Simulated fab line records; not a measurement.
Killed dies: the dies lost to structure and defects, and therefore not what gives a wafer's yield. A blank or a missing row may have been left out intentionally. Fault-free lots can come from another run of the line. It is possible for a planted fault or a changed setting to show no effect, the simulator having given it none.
The same fault as seen by 2 desks | flow gf180mcu | each desk holds nothing but its own numbers, with what lay behind them at the end

## THE TOOL OWNER'S DESK: implanter-04
For each lot that ran on this tool, the mean over its sampled wafers that have a number, from the tool's own readings at GF_VT_IMPLANT_IMPLANT_30. A lot is out of limits, marked OUT, if its mean lies more than 4 standard deviations from the usual mean; the brackets give that distance.
Columns: A = beam-energy-keV at GF_VT_IMPLANT_IMPLANT_30, usual 25.000; B = dose-ions-cm2 at GF_VT_IMPLANT_IMPLANT_30, usual 2.5338e+12; C = faraday-current-uA at GF_VT_IMPLANT_IMPLANT_30, usual 14.31
lot  | first seen here | A      | B                            | C
L736 | day 7 18:46     | 25.000 | 2.5322e+12                   | 14.46
L737 | day 8 01:31     | 25.014 | 2.5375e+12                   | 14.55
L738 | day 8 08:35     | 25.004 | 2.5352e+12                   | 14.33
L744 | day 9 19:25     | 24.993 | 2.5361e+12                   | 14.25
L745 | day 10 00:35    | 24.992 | 2.5327e+12                   | 14.29
L747 | day 10 12:52    | 24.988 | 1.8454e+12 (-99 or more) OUT | 10.68 (-13) OUT
L749 | day 11 02:05    | 25.003 | 1.8394e+12 (-99 or more) OUT | 10.40 (-13) OUT
This desk's verdict: out of limits on L747, L749, starting with L747 at day 10 12:52 (dose-ions-cm2 at GF_VT_IMPLANT_IMPLANT_30). L736, L737, L738, L744, L745: within limits.

## FROM THE METROLOGY DESK
Lot by lot, what the gauges showed, no matter which tool ran the lot: averages of those sampled wafers that carry a number. A lot is out of limits, marked OUT, if its mean lies more than 4 standard deviations from the usual mean; the brackets give that distance.
Columns: A = VT_IMPLANT_3_TW at GF_VT_IMPLANT_TW_MEAS_32, usual 270.3; B = DUAL_GATE_OXIDATION_00_THK at GF_DUAL_GATE_THK_MEAS_03, usual 10.84 nm; C = POLY_GATE_CVD_00_THK at GF_POLY_GATE_THK_MEAS_01, usual 200.5 nm; D = HV_LDD_03_OVL at GF_HV_LDD_OVL_MEAS_47, usual -0.5 nm
lot  | first seen here | A               | B     | C     | D
L735 | day 7 13:37     | 270.7           | 10.69 | 199.8 | -0.2
L736 | day 7 19:01     | 270.9           | 10.86 | 199.9 | 1.1
L737 | day 8 01:44     | 270.3           | 10.89 | 199.6 | 1.5
L738 | day 8 08:50     | 272.8           | 10.74 | 199.6 | 1.2
L739 | day 8 14:52     | 270.2           | 10.66 | 200.5 | -1.4
L741 | day 9 02:58     | 271.4           | 10.83 | 200.5 | -1.4
L743 | day 9 13:41     | 269.8           | 10.79 | 199.9 | -0.3
L744 | day 9 19:43     | 270.6           | 10.72 | 199.2 | -2.3
L745 | day 10 00:50    | 269.0           | 10.86 | 202.7 | 0.9
L746 | day 10 11:22    | 269.1           | 10.91 | 200.6 | -0.7
L747 | day 10 13:07    | 246.7 (-18) OUT | 10.80 | 202.2 | 0.1
L748 | day 10 20:20    | 269.6           | 10.88 | 197.8 | -0.1
L749 | day 11 02:18    | 246.1 (-19) OUT | 10.98 | 200.8 | -0.8
L756 | day 12 22:20    | 271.6           | 11.38 | 201.6 | -0.7
This desk reports L747, L749 out of limits; the earliest was L747 at day 10 13:07 (VT_IMPLANT_3_TW at GF_VT_IMPLANT_TW_MEAS_32). L735, L736, L737, L738, L739, L741, L743, L744, L745, L746, L748, L756: within limits.

## ALL TOGETHER
The tool owner's desk could have raised an alarm at day 10 12:52, on L747, L749.
Metrology desk: alarm possible at day 10 13:07 on L747, L749.
All the named lots went through GF_VT_IMPLANT_IMPLANT_30 on implanter-04.

## WHAT THE SIMULATOR HAD INSERTED
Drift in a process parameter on implanter-04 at GF_VT_IMPLANT_IMPLANT_30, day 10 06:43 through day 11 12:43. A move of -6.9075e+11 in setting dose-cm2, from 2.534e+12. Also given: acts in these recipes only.
Lots struck among those shown: L747, L749.
Hours from the fault's start to each desk's first reading out of limits: the tool owner's desk, 6; the metrology desk, 6.
